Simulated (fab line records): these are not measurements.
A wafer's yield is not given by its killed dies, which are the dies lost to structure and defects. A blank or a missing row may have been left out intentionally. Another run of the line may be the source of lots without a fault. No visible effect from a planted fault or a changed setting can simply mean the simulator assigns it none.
Which tool is to blame? :: flow sky130 :: Sampling: 12 lots, 33 wafers, 4 of 708 route steps

WHAT THE GAUGES SHOWED, per wafer
SKY_LDD_LDN_TW_MEAS_13. Usual: for LDD_LDN_TW the level is 1481 and the standard deviation is 12.
lot: L558
measured: day 23 10:15
on: film metro-02
LDD_LDN_TW: 1461 1464 1464
flag: 

lot: L559
measured: day 23 14:23
on: film metro-03
LDD_LDN_TW: 1486 1490 1492
flag: 

lot: L561
measured: day 24 02:22
on: film metro-03
LDD_LDN_TW: 1485 1487 1490
flag: 

lot: L564
measured: day 25 14:55
on: film metro-03
LDD_LDN_TW: 1493 1476 1491
flag: 

lot: L565
measured: day 25 15:49
on: film metro-01
LDD_LDN_TW: 1469 1481 1480
flag: 

lot: L567
measured: day 26 23:43
on: film metro-01
LDD_LDN_TW: 1479 1483 1486
flag: 

lot: L569
measured: day 27 19:37
on: film metro-03
LDD_LDN_TW: 1488 1490 1494
flag: 

lot: L572
measured: day 28 11:28
on: film metro-02
LDD_LDN_TW: 1475 1482 1481
flag: 

lot: L573
measured: day 28 19:56
on: film metro-02
LDD_LDN_TW: 1477 1481
flag: 

lot: L574
measured: day 28 21:29
on: film metro-02
LDD_LDN_TW: 1479 1480
flag: 

lot: L575
measured: day 29 09:19
on: film metro-02
LDD_LDN_TW: 1458 1456
flag: 

lot: L578
measured: day 30 05:19
on: film metro-03
LDD_LDN_TW: 1486 1499 1482
flag: 

SKY_SPACER_THK_MEAS_01. Usual: for SPACER_CVD_00_THK the level is 43.1 nm and the standard deviation is 0.45.
lot: L558
measured: day 23 11:34
on: film metro-04
SPACER_CVD_00_THK (nm): 43.3 43.9 43.7
flag: 

lot: L559
measured: day 23 15:43
on: film metro-04
SPACER_CVD_00_THK (nm): 44.0 43.7 43.6
flag: 

lot: L561
measured: day 24 03:41
on: film metro-01
SPACER_CVD_00_THK (nm): 43.4 43.2 43.7
flag: 

lot: L564
measured: day 25 16:14
on: film metro-03
SPACER_CVD_00_THK (nm): 43.6 43.3 43.3
flag: 

lot: L565
measured: day 25 17:26
on: film metro-03
SPACER_CVD_00_THK (nm): 42.8 42.5 42.9
flag: 

lot: L567
measured: day 27 01:02
on: film metro-01
SPACER_CVD_00_THK (nm): 42.6 42.4 42.0
flag: 

lot: L569
measured: day 27 21:31
on: film metro-04
SPACER_CVD_00_THK (nm): 42.5 42.9 42.7
flag: 

lot: L572
measured: day 28 13:01
on: film metro-03
SPACER_CVD_00_THK (nm): 42.6 42.9 42.5
flag: 

lot: L573
measured: day 28 21:55
on: film metro-03
SPACER_CVD_00_THK (nm): 43.0 43.7
flag: 

lot: L574
measured: day 29 01:19
on: film metro-03
SPACER_CVD_00_THK (nm): 43.4 43.0
flag: 

lot: L575
measured: day 29 10:45
on: film metro-03
SPACER_CVD_00_THK (nm): 43.6 43.5
flag: 

lot: L578
measured: day 30 09:47
on: film metro-01
SPACER_CVD_00_THK (nm): 42.7 42.4 42.2
flag: 

SKY_SD_P_CD_MEAS_07 targets a cd of 380 nm. Usual: cd nm reads 381.4 nm (standard deviation 2.9).
lot: L558
measured: day 25 23:46
on: cd sem-02
cd nm (nm): 381.4 380.4 378.9
flag: 

lot: L559
measured: day 26 04:46
on: cd sem-01
cd nm (nm): 385.6 385.0 385.7
flag: 

lot: L561
measured: day 26 15:04
on: cd sem-02
cd nm (nm): 387.5 386.3 386.4
flag: 

lot: L564
measured: day 28 01:49
on: cd sem-01
cd nm (nm): 381.3 378.8 381.3
flag: 

lot: L565
measured: day 28 02:43
on: cd sem-01
cd nm (nm): 378.8 379.5 380.2
flag: 

lot: L567
measured: day 29 09:56
on: cd sem-01
cd nm (nm): 381.1 382.5 379.5
flag: 

lot: L569
measured: day 30 05:53
on: cd sem-02
cd nm (nm): 383.6 385.8 383.1
flag: 

lot: L572
measured: day 30 20:57
on: cd sem-01
cd nm (nm): 382.4 380.2 383.0
flag: 

lot: L573
measured: day 31 04:55
on: cd sem-01
cd nm (nm): 425.5 379.6
flag: OFF

lot: L574
measured: day 31 08:02
on: cd sem-02
cd nm (nm): 377.4 425.0
flag: OFF

lot: L575
measured: day 31 17:36
on: cd sem-01
cd nm (nm): 382.4 432.1
flag: OFF

lot: L578
measured: day 32 16:07
on: cd sem-01
cd nm (nm): 384.3 385.3 383.8
flag: 

EACH LOT AND THE TOOL THAT RAN IT (in order: tool; ch and the chambers of the sampled wafers; start)
lot: L558
SKY_SD_P_COAT_02: litho track-03 ch 0, day 25 08:43

lot: L559
SKY_SD_P_COAT_02: litho track-02 ch 0, day 25 13:32

lot: L561
SKY_SD_P_COAT_02: litho track-02 ch 0, day 26 00:02

lot: L564
SKY_SD_P_COAT_02: litho track-03 ch 0, day 27 11:37

lot: L565
SKY_SD_P_COAT_02: litho track-03 ch 0, day 27 12:34

lot: L567
SKY_SD_P_COAT_02: litho track-02 ch 0, day 28 19:31

lot: L569
SKY_SD_P_COAT_02: litho track-03 ch 0, day 29 15:35

lot: L572
SKY_SD_P_COAT_02: litho track-02 ch 0, day 30 07:38

lot: L573
SKY_SD_P_COAT_02: litho track-02 ch 0, day 30 15:31

lot: L574
SKY_SD_P_COAT_02: litho track-02 ch 0, day 30 18:19

lot: L575
SKY_SD_P_COAT_02: litho track-02 ch 0, day 31 04:01

lot: L578
SKY_SD_P_COAT_02: litho track-04 ch 0, day 32 02:08
- SKY_SD_P_COAT_02: resist thk 1140 nm.

AS READ BY THE TOOLS THEMSELVES (means over the sampled wafers that have a number; for cases with no such wafer, the mark the record gives instead)
SKY_SD_P_COAT_02. Usual: dispense pressure kPa reads 49 kPa (standard deviation 3.8).
lot: L558
tool: litho track-03
dispense pressure kPa (kPa): 53
flag: 

lot: L559
tool: litho track-02
dispense pressure kPa (kPa): 45
flag: 

lot: L561
tool: litho track-02
dispense pressure kPa (kPa): 45
flag: 

lot: L564
tool: litho track-03
dispense pressure kPa (kPa): 53
flag: 

lot: L565
tool: litho track-03
dispense pressure kPa (kPa): 53
flag: 

lot: L567
tool: litho track-02
dispense pressure kPa (kPa): 45
flag: 

lot: L569
tool: litho track-03
dispense pressure kPa (kPa): 53
flag: 

lot: L572
tool: litho track-02
dispense pressure kPa (kPa): 45
flag: 

lot: L573
tool: litho track-02
dispense pressure kPa (kPa): 45
flag: 

lot: L574
tool: litho track-02
dispense pressure kPa (kPa): 45
flag: 

lot: L575
tool: litho track-02
dispense pressure kPa (kPa): 45
flag: 

lot: L578
tool: litho track-04
dispense pressure kPa (kPa): 51
flag: 

THE ANSWER, worked out from the rows above alone
Rule: a lot is off if the mean of its wafers that have a number lies more than 3 standard deviations from the usual mean. Also off: a lot with no number at a reading for which 4 or more lots have one. Any other lot the step has rows for is counted as sound. Order of review: gauges by route order, followed by the tools' own readings, for which a lot's mean as printed above is used. At the first step where some lot is off, the reading lying furthest off is the one used; lots without a number count as furthest.
Off: L573, L574, L575 (SKY_SD_P_CD_MEAS_07, cd nm).
If a tool, at a process step before that reading, ran all the lots that are off and no sound lot after the first of them, it fits. Those tools and the gauges at SKY_SD_P_CD_MEAS_07 are tried in the same way. One candidate fits, namely litho track-02 at SKY_SD_P_COAT_02. A fault onset in the window from L572 (day 30 07:38, its last sound lot) to L573 (day 30 15:31, its first lot off) fits.

WHAT THE SIMULATOR HAD PUT IN
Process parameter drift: litho track-02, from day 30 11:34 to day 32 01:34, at SKY_SD_P_COAT_02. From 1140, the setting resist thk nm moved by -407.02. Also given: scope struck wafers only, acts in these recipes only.
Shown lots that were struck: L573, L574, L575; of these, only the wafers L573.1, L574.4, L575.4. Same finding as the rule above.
